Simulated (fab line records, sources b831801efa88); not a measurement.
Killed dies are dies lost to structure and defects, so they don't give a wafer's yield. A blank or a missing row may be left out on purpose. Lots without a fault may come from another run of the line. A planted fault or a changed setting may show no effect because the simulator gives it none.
fab line records | flow sky130
record lots=14 wafers=42 last_day=50
route steps=708 shown METAL3@566 PAD_OPEN@708
lots that met no fault: from a run of the same line without faults
start_h: hours from the record's first day to the start of the lot's first wafer shown | wait_h: hours since the lot's step before | " the same as in the row above | L1.1+2: a row that stands for several wafers | - no value, or no start given | * or withheld: withheld | < > ~ a bound
route shown NAME@n: a module of which the file shows steps, and the number in the route of the first | usual: mean/standard deviation of fault-free wafers | same: alike in all rows | chamber/n: place in a boat | sites: the reading at each site | _std_site: their standard deviation | _edge_site: outer sites' mean less inner sites' | radius_mm: how far each site lies from the wafer's centre | mask NAME#n: copy n | behind: the tool/chamber that last shaped the wafer | hold: why the lot was held/for how many hours/how that ended | device: the transistor (n, p or np) that didn't switch | end of line: the same wafers' tests at the end of the route | a step without rows: its recipe alone | killed: dies lost to structure and defects at the first sort, not the wafer's yield | map: a wafer's dies, x killed, . not, _ none there
set.NAME: the setting as run; set.NAME@STEP: as run at that earlier step | model.NAME: the simulator's own value behind a step, which no gauge read
steps of the route over a sample of lots; a table a step, a row a wafer
services: from which hour (start_h, from the record's first day; less than 0 if before it) a tool's chamber was out of use, for how many hours, and why
## steps
# step SKY_METAL3_ETCH_16
# recipe chemistry=N2/H2 target=BARC ion_energy_ev=200 bias_w=100 pressure_mtorr=30 n2_flow_sccm=100 h2_flow_sccm=200 icp_w=500 stop_on=SiO2 time_s=88.2 target_depth_a=600
# usual bias_w=99.99/0.3 drypump_motor_current_A=5.9/0.37 oes_product_au=0.626/0.0046 throttle_valve_pct=13.205/0.0095
# columns lot.wafer tool chamber start_h wait_h bias_w drypump_motor_current_A oes_product_au rf_hours_counter_h throttle_valve_pct
L349.1 rie_metal-04 0 907.72 0.0 99.69 5.4 0.630 8 13.201
L349.4 " 1 " " 99.85 5.9 0.626 - 13.205
L349.5 " 1 " " 99.92 5.8 0.628 - 13.199
L353.2 rie_metal-01 0 941.91 0.0 100.16 6.2 0.627 12 13.201
L353.3 " 1 " " 100.35 6.0 0.624 - 13.196
L353.5 " 0 " " 100.10 6.2 0.613 - 13.201
L355.2 rie_metal-01 1 951.76 0.0 99.97 6.0 0.625 8 13.220
L355.3 " 1 " " 99.96 6.0 0.621 - 13.205
L355.4 " 0 " " 104.58 6.2 0.624 - 13.193
L356.2 rie_metal-01 1 962.61 0.0 100.03 6.0 0.624 9 13.213
L356.3 " 0 " " 104.57 6.2 0.632 - 13.219
L356.6 " 1 " " 99.89 6.0 0.630 - 13.205
L361.2 rie_metal-04 0 999.01 0.0 100.06 5.4 0.634 13 13.201
L361.4 " 0 " " 99.50 5.4 0.625 - 13.205
L361.6 " 0 " " 100.18 5.3 0.622 - 13.213
L364.1 rie_metal-02 0 1019.72 0.0 100.28 5.8 0.619 19 13.209
L364.2 " 1 " " 99.98 6.6 0.629 12 13.199
L364.5 " 1 " " 99.95 6.6 0.624 - 13.211
L363.4 rie_metal-02 1 1021.85 0.0 99.76 6.6 0.623 - 13.198
L363.5 " 1 " " 100.09 6.6 0.621 - 13.208
L363.6 " 0 " " 99.81 5.8 0.636 - 13.206
L366.2 rie_metal-04 0 1031.91 0.0 100.75 5.4 0.631 15 13.208
L366.4 " 0 " " 100.49 5.4 0.626 - 13.206
L366.6 " 1 " " 99.97 5.9 0.626 - 13.207
L365.2 rie_metal-04 1 1035.47 0.0 100.62 5.8 0.628 16 13.191
L365.3 " 1 " " 100.26 5.8 0.622 - 13.195
L365.6 " 1 " " 100.33 5.8 0.627 - 13.191
L367.1 rie_metal-04 1 1042.31 0.0 99.54 5.9 0.626 16 13.209
L367.5 " 1 " " 100.12 5.9 0.623 - 13.229
L367.6 " 0 " " 99.47 5.4 0.619 - 13.194
L368.1 rie_metal-01 0 1045.98 0.0 99.81 6.2 0.627 19 13.208
L368.2 " 1 " " 99.84 6.0 0.623 14 13.203
L368.5 " 0 " " 99.82 6.2 0.627 - 13.198
L369.1 rie_metal-02 0 1049.98 0.0 100.32 5.8 0.624 21 13.200
L369.2 " 1 " " 99.80 6.6 0.629 14 13.196
L369.4 " 0 " " 100.05 5.8 0.630 - 13.203
L370.1 rie_metal-02 1 1054.33 0.0 99.74 6.6 0.621 14 13.206
L370.3 " 0 " " 100.08 5.8 0.626 - 13.202
L370.4 " 1 " " 99.89 6.6 0.628 - 13.207
L371.2 rie_metal-01 1 1058.06 0.0 99.53 6.0 0.629 15 13.208
L371.5 " 1 " " 99.98 6.0 0.627 - 13.202
L371.6 " 0 " " 99.13 6.2 0.633 - 13.209
# step SKY_PAD_OPEN_PROBE_99
# usual defect_limited_yield=82.8/1.8 killed_at_M0_to_M3=42/6.4 killed_at_M4_up=3.0/2 killed_at_contacts=24/5.2 killed_at_front_end=14/4.2 killed_at_other=0.4/0.72 killed_dies=84/9 killed_on_rim=16/3.7 killed_open=46/6.6 killed_short=38/6 sort_bin_3_pad_short=0.9/0.4 sort_bin_5_function=10.1/1.4 sort_bin_6_memory=6.2/1.1 sort_n_pass=408/9 sort_yield_pct=82.8/1.8
# same gross_dies=492 killed_at_back_side=0 sort_bin_4_leakage[%]=0 sort_bin_8_speed[%]=0
# columns lot.wafer tool chamber start_h wait_h defect_limited_yield[%] killed_at_M0_to_M3 killed_at_M4_up killed_at_contacts killed_at_front_end killed_at_other killed_dies killed_on_rim killed_open killed_short sort_bin_3_pad_short[%] sort_bin_5_function[%] sort_bin_6_memory[%] sort_n_pass sort_yield_pct[%]
L355.2 prober-02 - 1118.31 0.1 82.5 39 2 29 16 0 86 23 45 40 1.2 11.4 4.9 406 82.5
L355.3 prober-02 - 1118.36 0.2 85.8 39 1 17 13 0 70 9 43 27 0.4 7.7 6.1 422 85.8
L355.4 prober-02 - 1118.41 0.2 83.7 41 3 20 16 0 80 21 35 45 0.6 9.8 5.9 412 83.7
L356.2 prober-01 - 1125.43 0.1 81.3 44 8 24 16 0 92 18 46 43 0.6 10.0 8.1 400 81.3
L356.3 prober-01 - 1125.48 0.2 83.1 44 3 25 10 1 83 18 36 45 0.8 10.8 5.3 409 83.1
L356.6 prober-01 - 1125.63 0.2 80.5 47 3 36 10 0 96 13 47 49 0.8 10.8 7.9 396 80.5
L364.1 prober-01 - 1169.71 0.1 84.8 48 5 16 6 0 75 13 41 34 1.0 10.4 3.9 417 84.8
L364.2 prober-01 - 1169.76 0.1 84.8 42 2 20 11 0 75 12 41 34 0.2 9.3 5.7 417 84.8
L364.5 prober-01 - 1169.91 0.2 83.3 38 4 30 10 0 82 20 49 33 0.4 9.1 7.1 410 83.3
L365.2 prober-02 - 1183.63 0.1 84.3 53 1 12 10 1 77 17 35 42 0.8 9.1 5.7 415 84.3
L365.3 prober-02 - 1183.68 0.2 85.2 40 2 24 6 1 73 10 36 37 1.0 8.1 5.7 419 85.2
L365.6 prober-02 - 1183.83 0.2 82.7 38 6 28 12 1 85 18 45 39 2.0 10.2 5.1 407 82.7
# killed by level:class
L355.2 CONTACT:geometric_particle:open=11 VIA1:geometric_particle:open=7 LI_CONTACT:geometric_particle:open=7 CONTACT:geometric_particle:short=7 METAL1:geometric_particle:short=6 FIELD_ISO:geometric_particle:open=4 METAL2:geometric_particle:short=4 VIA1:geometric_particle:short=4
L355.3 CONTACT:geometric_particle:open=11 VIA1:geometric_particle:open=11 METAL2:geometric_particle:short=8 FIELD_ISO:geometric_particle:open=4 METAL1:geometric_particle:short=4 VIA1:geometric_particle:short=4 VIA3:geometric_particle:open=4 POLY_GATE:geometric_particle:open=3
L355.4 VIA1:geometric_particle:open=10 METAL2:geometric_particle:short=8 FIELD_ISO:geometric_particle:short=6 CONTACT:geometric_particle:open=6 VIA2:geometric_particle:open=6 POLY_GATE:geometric_particle:short=5 VIA3:geometric_particle:short=5 LI_CONTACT:geometric_particle:open=4
L356.2 VIA1:geometric_particle:open=10 METAL2:geometric_particle:short=9 CONTACT:geometric_particle:open=8 LI_CONTACT:geometric_particle:open=7 METAL1:geometric_particle:short=6 VIA3:geometric_particle:open=6 FIELD_ISO:geometric_particle:short=5 POLY_GATE:geometric_particle:short=5
L356.3 VIA1:geometric_particle:open=13 METAL2:geometric_particle:short=10 LI_CONTACT:geometric_particle:open=6 CONTACT:geometric_particle:short=6 FIELD_ISO:geometric_particle:short=5 LI_CONTACT:geometric_particle:short=5 CONTACT:geometric_particle:open=5 VIA2:geometric_particle:open=5
L356.6 LI_CONTACT:geometric_particle:open=15 METAL1:geometric_particle:short=9 CONTACT:geometric_particle:short=8 VIA1:geometric_particle:open=8 CONTACT:geometric_particle:open=6 VIA3:geometric_particle:open=6 VIA1:geometric_particle:short=6 METAL2:geometric_particle:short=5
L364.1 VIA1:geometric_particle:open=8 VIA2:geometric_particle:open=8 VIA3:geometric_particle:open=8 METAL1:geometric_particle:short=6 METAL2:geometric_particle:short=6 CONTACT:geometric_particle:open=5 METAL4:geometric_particle:short=4 LI_CONTACT:geometric_particle:open=4
L364.2 VIA1:geometric_particle:open=10 METAL2:geometric_particle:short=8 VIA3:geometric_particle:open=7 CONTACT:geometric_particle:open=6 LI_CONTACT:geometric_particle:open=5 LOCAL_INTERCONNECT:geometric_particle:short=5 VIA2:geometric_particle:open=4 FIELD_ISO:geometric_particle:open=3
L364.5 CONTACT:geometric_particle:open=12 LI_CONTACT:geometric_particle:open=7 VIA1:geometric_particle:open=7 CONTACT:geometric_particle:short=6 VIA3:geometric_particle:open=6 METAL2:geometric_particle:short=5 VIA2:geometric_particle:open=5 METAL4:geometric_particle:short=4
L365.2 VIA1:geometric_particle:open=17 VIA1:geometric_particle:short=9 METAL2:geometric_particle:short=8 CONTACT:geometric_particle:short=5 METAL1:geometric_particle:short=4 CONTACT:geometric_particle:open=4 VIA2:geometric_particle:open=4 METAL3:geometric_particle:short=3
L365.3 METAL1:geometric_particle:short=10 LI_CONTACT:geometric_particle:open=8 CONTACT:geometric_particle:short=6 VIA1:geometric_particle:open=6 VIA3:geometric_particle:open=6 CONTACT:geometric_particle:open=5 METAL2:geometric_particle:short=5 VIA2:geometric_particle:short=4
L365.6 CONTACT:geometric_particle:open=9 LI_CONTACT:geometric_particle:open=6 CONTACT:geometric_particle:short=6 METAL2:geometric_particle:short=6 VIA3:geometric_particle:open=6 METAL1:geometric_particle:short=5 VIA1:geometric_particle:open=5 VIA2:geometric_particle:open=5
## services
# columns tool chamber start_h hours kind
rie_metal-01 - 944.44 1.2 repair
rie_metal-01 - 993.12 0.4 repair
rie_metal-04 0 1010.45 2.2 repair
## key
first_sign step=SKY_METAL3_ETCH_16 reading=bias_w direction=up sigmas=15 usual=99.99 struck=104.57
effect none on later readings
met_at SKY_METAL3_ETCH_16
struck_lots L355,L356
struck_wafers L355.4,L356.3
onset_between 941.91 951.76
fault kind=process_parameter_drift tool=rie_metal-01 chamber=0 onset_h=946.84 steps=SKY_METAL3_ETCH_16 channel=bias_w offset=4.6347 shape=step end_h=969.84 acts_in=these_recipes_only stated=100
